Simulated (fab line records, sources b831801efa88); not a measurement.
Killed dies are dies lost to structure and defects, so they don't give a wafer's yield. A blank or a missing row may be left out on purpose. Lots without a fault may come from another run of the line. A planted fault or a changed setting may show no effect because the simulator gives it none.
fab line records | flow sky130
record lots=6 wafers=18 last_day=50
route steps=708 shown METAL2@506 VIA2@507 PAD_OPEN@708
lots that met no fault: from a run of the same line without faults
start_h: hours from the record's first day to the start of the lot's first wafer shown | wait_h: hours since the lot's step before | " the same as in the row above | L1.1+2: a row that stands for several wafers | - no value, or no start given | * or withheld: withheld | < > ~ a bound
route shown NAME@n: a module of which the file shows steps, and the number in the route of the first | usual: mean/standard deviation of fault-free wafers | same: alike in all rows | chamber/n: place in a boat | sites: the reading at each site | _std_site: their standard deviation | _edge_site: outer sites' mean less inner sites' | radius_mm: how far each site lies from the wafer's centre | mask NAME#n: copy n | behind: the tool/chamber that last shaped the wafer | hold: why the lot was held/for how many hours/how that ended | device: the transistor (n, p or np) that didn't switch | end of line: the same wafers' tests at the end of the route | a step without rows: its recipe alone | killed: dies lost to structure and defects at the first sort, not the wafer's yield | map: a wafer's dies, x killed, . not, _ none there
set.NAME: the setting as run; set.NAME@STEP: as run at that earlier step | model.NAME: the simulator's own value behind a step, which no gauge read
lots at some steps of the route; a table a step, a row a wafer
services: from which hour (start_h, from the record's first day; less than 0 if before it) a tool's chamber was out of use, for how many hours, and why
## steps
# step SKY_METAL2_CLEAN_23
# recipe chemistry=O3/DIW dry=n2_spin
# step SKY_VIA2_HDPCVD_00
# recipe material=SiO2 target_thk_nm=1180 sigma_open_frac=0.3 time_s=196.7 temp_c=400 sih4_flow_sccm=60 pressure_mtorr=6
# step SKY_VIA2_THK_MEAS_01
# recipe reads=SiO2_of_VIA2_HDPCVD_00
# usual VIA2_HDPCVD_THK=1175/13
# columns lot.wafer tool chamber start_h wait_h VIA2_HDPCVD_THK[nm]
L352.2 film_metro-02 - 831.79 0.1 1189
L352.3 " - " " 1182
L352.6 " - " " 1188
L361.1 film_metro-02 - 907.77 0.1 1173
L361.3 " - " " 1173
L361.5 " - " " 1187
L363.2 film_metro-01 - 917.93 0.1 1175
L363.5 " - " " 1163
L363.6 " - " " 1170
L365.2 film_metro-02 - 932.40 0.1 1182
L365.4 " - " " 1181
L365.5 " - " " 1178
L370.1 film_metro-01 - 972.32 0.1 1184
L370.4 " - " " 1172
L370.6 " - " " 1156
L374.2 film_metro-04 - 991.32 0.1 1140
L374.3 " - " " 1157
L374.6 " - " " 1150
# step SKY_VIA2_CMP_02
# recipe material=SiO2 down_force_psi=4 platen_rpm=60 pad_velocity_m_s=0.94248
# usual motor_current_A=12.1/0.69 retaining_ring_pressure_frac=1.001/0.0045
# columns lot.wafer tool chamber start_h wait_h motor_current_A retaining_ring_pressure_frac
L352.3 cmp-01 2 831.84 0.0 12.6 1.003
L352.2 " 0 " " 12.5 0.995
L352.6 " 3 " " 11.9 1.011
L361.1 cmp-01 1 907.88 0.1 11.3 1.003
L361.3 " 2 " " 12.5 1.001
L361.5 " 1 " " 10.8 0.995
L363.2 cmp-02 1 918.08 0.1 11.9 1.009
L363.6 " 3 " " 11.9 1.001
L363.5 " 0 " " 12.1 0.997
L365.2 cmp-02 2 932.50 0.1 12.4 1.007
L365.4 " 0 " " 12.0 1.007
L365.5 " 2 " " 12.5 1.001
L370.4 cmp-01 3 972.38 0.0 11.1 1.000
L370.1 " 1 " " 11.1 1.005
L370.6 " 3 " " 11.8 1.004
L374.3 cmp-01 3 991.37 0.0 11.6 0.996
L374.2 " 1 " " 11.6 1.003
L374.6 " 3 " " 11.9 0.995
# step SKY_VIA2_BOW_MEAS_03
# recipe mode=bow
# usual VIA2_BOW=87/7.7
# columns lot.wafer tool chamber start_h wait_h VIA2_BOW[um]
L352.2 film_metro-04 - 832.16 0.2 83
L352.3 " - " " 86
L352.6 " - " " 95
L361.1 film_metro-01 - 908.13 0.2 79
L361.3 " - " " 90
L361.5 " - " " 81
L363.2 film_metro-01 - 918.30 0.2 92
L363.5 " - " " 104
L363.6 " - " " 86
L365.2 film_metro-04 - 932.77 0.2 85
L365.4 " - " " 69
L365.5 " - " " 74
L370.1 film_metro-02 - 972.68 0.1 85
L370.4 " - " " 79
L370.6 " - " " 84
L374.2 film_metro-02 - 991.69 0.2 92
L374.3 " - " " 80
L374.6 " - " " 94
# step SKY_VIA2_DEHYDRATE_04
# recipe temp_c=200 time_s=60
# step SKY_VIA2_HMDS_05
# recipe prime_time_s=60 prime_temp_c=120
# step SKY_VIA2_COAT_06
# recipe resist=BARC temp_c=withheld time_s=withheld spin_rpm=3000 resist_thk_nm=60
# step SKY_VIA2_COAT_07
# recipe resist=KrF-thick spin_rpm=3000 resist_thk_nm=450
# step SKY_VIA2_SOFTBAKE_08
# recipe temp_c=100 time_s=90 resist=KrF-thick
# step SKY_VIA2_EXPOSE_09
# recipe mask_id=VIM2 na=0.8 source_shape=annular sigma_inner=0.55 sigma_outer=0.85 target_cd_nm=200 dose_mj=38
# step SKY_VIA2_PEB_10
# recipe peb_temp_c=withheld peb_time_s=withheld resist=KrF-thick
# step SKY_VIA2_DEVELOP_11
# recipe develop_time_s=60 resist=KrF-thick dev_temp_c=21
# usual developer_temp_C=21.00/0.1
# columns lot.wafer tool chamber start_h wait_h developer_temp_C
L352.2 litho_track-01 0 858 - 21.15
L352.3 " 0 " " 21.02
L352.6 " 0 " " 21.00
L361.1 litho_track-01 0 932 - 20.92
L361.3 " 0 " " 20.97
L361.5 " 0 933 - 20.92
L363.2 litho_track-01 0 942 - 21.46
L363.5 " 0 " " 21.53
L363.6 " 0 " " 21.53
L365.2 litho_track-01 0 957 - 21.66
L365.4 " 0 " " 21.48
L365.5 " 0 958 - 21.58
L370.1 litho_track-04 0 996 - 20.95
L370.4 " 0 " " 20.93
L370.6 " 0 " " 20.86
L374.2 litho_track-03 0 1014 - 21.04
L374.3 " 0 " " 21.07
L374.6 " 0 " " 21.00
# step SKY_VIA2_CD_MEAS_12
# recipe target_cd_nm=200
# usual cd_nm=199.9/1.5
# columns lot.wafer tool chamber start_h wait_h cd_nm
L352.2 cd_sem-02 - 858.47 - 200.7
L352.3 " - " " 198.5
L352.6 " - " " 200.1
L361.1 cd_sem-01 - 933.05 - 197.8
L361.3 " - " " 200.6
L361.5 " - " " 199.3
L363.2 cd_sem-01 - 943.02 - 198.8
L363.5 " - " " 197.8
L363.6 " - " " 198.3
L365.2 cd_sem-02 - 958.07 - 196.2
L365.4 " - " " 197.5
L365.5 " - " " 197.9
L370.1 cd_sem-01 - 996.53 - 200.9
L370.4 " - " " 201.0
L370.6 " - " " 200.5
L374.2 cd_sem-01 - 1015.03 - 201.3
L374.3 " - " " 200.4
L374.6 " - " " 201.5
# step SKY_PAD_OPEN_PROBE_99
# usual defect_limited_yield=82.4/1.9 killed_at_M0_to_M3=43/6.7 killed_at_M4_up=3.1/1.9 killed_at_contacts=25/5 killed_at_front_end=15/4 killed_at_other=0.4/0.69 killed_dies=87/9.2 killed_on_rim=17/3.6 killed_open=46/7.1 killed_short=40/6.8 sort_bin_3_pad_short=0.9/0.48 sort_bin_5_function=10.3/1.5 sort_bin_6_memory=6.4/1.2 sort_n_pass=405/9.2 sort_yield_pct=82.4/1.9
# same gross_dies=492 killed_at_back_side=0 sort_bin_4_leakage[%]=0 sort_bin_8_speed[%]=0
# columns lot.wafer tool chamber start_h wait_h defect_limited_yield[%] killed_at_M0_to_M3 killed_at_M4_up killed_at_contacts killed_at_front_end killed_at_other killed_dies killed_on_rim killed_open killed_short sort_bin_3_pad_short[%] sort_bin_5_function[%] sort_bin_6_memory[%] sort_n_pass sort_yield_pct[%]
L352.2 prober-02 - 1089.06 0.1 81.5 53 4 24 10 0 91 16 43 48 0.6 11.4 6.5 401 81.5
L352.3 prober-02 - 1089.11 0.2 83.1 37 4 28 14 0 83 21 39 44 0.6 10.6 5.7 409 83.1
L352.6 prober-02 - 1089.26 0.2 83.7 34 3 31 12 0 80 16 45 35 0.6 10.0 5.7 412 83.7
L361.1 prober-01 - 1141.32 0.1 80.7 53 2 22 18 0 95 21 56 38 2.0 10.8 6.5 397 80.7
L361.3 prober-01 - 1141.42 0.2 82.1 45 4 21 18 0 88 19 41 46 0.8 10.6 6.5 404 82.1
L361.5 prober-01 - 1141.52 0.2 82.1 51 4 12 20 1 88 23 51 35 2.4 9.1 6.3 404 82.1
L363.2 prober-01 - 1152.53 0.1 83.1 29 6 27 18 3 83 14 46 34 0.8 10.8 5.3 409 83.1
L363.5 prober-01 - 1152.68 0.2 85.2 40 2 15 15 1 73 19 42 30 0.2 9.8 4.9 419 85.2
L363.6 prober-01 - 1152.73 0.2 81.5 39 5 23 23 1 91 17 50 40 1.0 10.6 6.9 401 81.5
L365.2 prober-02 - 1161.53 0.1 82.1 47 3 20 18 0 88 16 49 39 1.8 8.9 7.1 404 82.1
L365.4 prober-02 - 1161.63 0.2 82.3 43 3 26 14 1 87 13 36 50 1.4 7.5 8.7 405 82.3
L365.5 prober-02 - 1161.68 0.2 79.5 52 3 21 25 0 101 22 60 41 0.6 11.0 8.9 391 79.5
L370.1 prober-02 - 1190.76 0.1 80.5 44 3 28 20 1 96 11 57 39 1.2 11.4 6.9 396 80.5
L370.4 prober-02 - 1190.91 0.2 83.1 44 4 24 11 0 83 14 50 33 0.6 11.4 4.9 409 83.1
L370.6 prober-02 - 1191.01 0.2 80.3 52 4 26 15 0 97 22 50 47 1.4 11.2 7.1 395 80.3
L374.2 prober-01 - 1204.66 0.1 84.6 33 1 24 17 1 76 15 41 35 0.6 10.6 4.3 416 84.6
L374.3 prober-01 - 1204.71 0.2 83.7 38 3 25 14 0 80 16 45 35 0.2 10.6 5.5 412 83.7
L374.6 prober-01 - 1204.86 0.2 80.7 43 7 30 15 0 95 14 46 49 0.2 12.2 6.9 397 80.7
# killed by level:class
L352.2 VIA1:geometric_particle:open=12 VIA2:geometric_particle:short=8 METAL1:geometric_particle:short=7 CONTACT:geometric_particle:open=7 LI_CONTACT:geometric_particle:open=6 METAL2:geometric_particle:short=6 LOCAL_INTERCONNECT:geometric_particle:short=5 VIA1:geometric_particle:short=5
L352.3 CONTACT:geometric_particle:short=8 LI_CONTACT:geometric_particle:open=7 CONTACT:geometric_particle:open=6 VIA1:geometric_particle:short=6 VIA2:geometric_particle:open=6 LOCAL_INTERCONNECT:geometric_particle:short=5 FIELD_ISO:geometric_particle:short=4 POLY_GATE:geometric_particle:open=4
L352.6 VIA1:geometric_particle:open=13 LI_CONTACT:geometric_particle:short=9 CONTACT:geometric_particle:open=9 LI_CONTACT:geometric_particle:open=7 METAL1:geometric_particle:short=5 VIA1:geometric_particle:short=5 POLY_GATE:geometric_particle:short=4 FIELD_ISO:geometric_particle:open=3
L361.1 VIA1:geometric_particle:open=16 VIA3:geometric_particle:open=9 CONTACT:geometric_particle:open=7 VIA3:geometric_particle:short=6 FIELD_ISO:geometric_particle:short=5 VIA1:geometric_particle:short=5 FIELD_ISO:geometric_particle:open=4 POLY_GATE:geometric_particle:open=4
L361.3 VIA3:geometric_particle:open=8 METAL1:geometric_particle:short=7 CONTACT:geometric_particle:open=6 VIA1:geometric_particle:short=5 FIELD_ISO:geometric_particle:open=5 POLY_GATE:geometric_particle:short=5 LI_CONTACT:geometric_particle:open=5 LOCAL_INTERCONNECT:geometric_particle:short=5
L361.5 VIA1:geometric_particle:open=15 VIA3:geometric_particle:open=10 METAL1:geometric_particle:short=7 VIA1:geometric_particle:short=7 CONTACT:geometric_particle:open=6 LI_CONTACT:geometric_particle:open=4 VIA2:geometric_particle:open=4 METAL2:geometric_particle:short=4
L363.2 CONTACT:geometric_particle:open=11 VIA1:geometric_particle:open=8 FIELD_ISO:geometric_particle:open=6 CONTACT:geometric_particle:short=5 METAL1:geometric_particle:short=5 POLY_GATE:geometric_particle:short=4 LI_CONTACT:geometric_particle:short=4 LI_CONTACT:geometric_particle:open=4
L363.5 VIA2:geometric_particle:open=9 CONTACT:geometric_particle:open=7 VIA1:geometric_particle:open=7 METAL1:geometric_particle:short=6 METAL2:geometric_particle:short=5 FIELD_ISO:geometric_particle:open=3 POLY_GATE:geometric_particle:open=3 POLY_GATE:geometric_particle:short=3
L363.6 LI_CONTACT:geometric_particle:open=9 FIELD_ISO:geometric_particle:open=8 CONTACT:geometric_particle:open=7 POLY_GATE:geometric_particle:open=6 METAL1:geometric_particle:short=6 LI_CONTACT:geometric_particle:short=5 VIA3:geometric_particle:open=5 VIA3:geometric_particle:short=5
L365.2 VIA1:geometric_particle:open=8 METAL1:geometric_particle:short=8 VIA2:geometric_particle:open=8 CONTACT:geometric_particle:open=7 FIELD_ISO:geometric_particle:open=6 VIA2:geometric_particle:short=6 LI_CONTACT:geometric_particle:open=5 VIA1:geometric_particle:short=5
L365.4 METAL1:geometric_particle:short=12 VIA1:geometric_particle:open=9 CONTACT:geometric_particle:open=8 FIELD_ISO:geometric_particle:short=6 LOCAL_INTERCONNECT:geometric_particle:short=6 CONTACT:geometric_particle:short=6 VIA1:geometric_particle:short=5 VIA3:geometric_particle:open=5
L365.5 VIA1:geometric_particle:open=15 CONTACT:geometric_particle:open=9 FIELD_ISO:geometric_particle:open=8 METAL1:geometric_particle:short=7 CONTACT:geometric_particle:short=6 VIA2:geometric_particle:open=6 VIA3:geometric_particle:short=5 POLY_GATE:geometric_particle:short=4
L370.1 CONTACT:geometric_particle:open=13 VIA1:geometric_particle:open=12 VIA3:geometric_particle:open=9 LI_CONTACT:geometric_particle:open=7 FIELD_ISO:geometric_particle:short=6 POLY_GATE:geometric_particle:open=5 POLY_GATE:geometric_particle:short=5 CONTACT:geometric_particle:short=5
L370.4 VIA3:geometric_particle:open=12 CONTACT:geometric_particle:open=11 VIA1:geometric_particle:open=11 CONTACT:geometric_particle:short=5 VIA1:geometric_particle:short=5 FIELD_ISO:geometric_particle:short=4 LI_CONTACT:geometric_particle:open=4 FIELD_ISO:geometric_particle:open=3
L370.6 VIA1:geometric_particle:open=15 CONTACT:geometric_particle:short=7 LI_CONTACT:geometric_particle:open=7 VIA1:geometric_particle:short=7 VIA2:geometric_particle:open=7 CONTACT:geometric_particle:open=6 FIELD_ISO:geometric_particle:short=5 FIELD_ISO:geometric_particle:open=4
L374.2 CONTACT:geometric_particle:open=9 METAL1:geometric_particle:short=8 VIA1:geometric_particle:open=6 LOCAL_INTERCONNECT:geometric_particle:short=5 VIA2:geometric_particle:open=5 FIELD_ISO:geometric_particle:open=3 FIELD_ISO:geometric_particle:short=3 CONTACT:geometric_particle:short=3
L374.3 CONTACT:geometric_particle:open=9 LI_CONTACT:geometric_particle:open=7 VIA1:geometric_particle:open=7 VIA3:geometric_particle:open=7 FIELD_ISO:geometric_particle:short=6 VIA1:geometric_particle:short=5 VIA2:geometric_particle:open=5 METAL3:geometric_particle:short=5
L374.6 VIA1:geometric_particle:open=10 METAL2:geometric_particle:short=9 CONTACT:geometric_particle:short=8 LI_CONTACT:geometric_particle:open=8 VIA3:geometric_particle:open=7 CONTACT:geometric_particle:open=6 LOCAL_INTERCONNECT:geometric_particle:short=5 METAL4:geometric_particle:short=5
## services
# columns tool chamber start_h hours kind
cmp-02 - 814.45 0.3 repair
cmp-01 - 854.13 1.8 repair
cmp-02 - 894.78 14.8 repair
cmp-02 - 912.00 4.0 pm
cmp-02 - 916.00 - consumable_replace:conditioner
cmp-02 - 916.00 - consumable_replace:pad
cmp-01 - 920.50 2.2 repair
cmp-02 - 946.64 2.4 repair
cmp-01 - 961.57 3.9 pm
cmp-01 - 974.83 1.9 repair
cmp-01 - 1011.31 9.1 pm
## key
first_sign step=SKY_VIA2_DEVELOP_11 reading=developer_temp_C direction=up sigmas=5.3 usual=* struck=*
effect none on later readings
met_at SKY_VIA2_DEVELOP_11
struck_wafers L363.2,L363.5,L363.6,L365.2,L365.4,L365.5
loop_trim step=SKY_VIA2_EXPOSE_09 setting=dose lots=L365
onset_between 932 942
fault kind=process_parameter_drift tool=litho_track-01 chamber=- onset_h=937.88 steps=SKY_VIA2_DEVELOP_11 channel=dev_temp_c offset=* shape=step end_h=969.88 acts_in=* stated=*
# loop_trim: a control loop set the setting to another value than it would have without faults
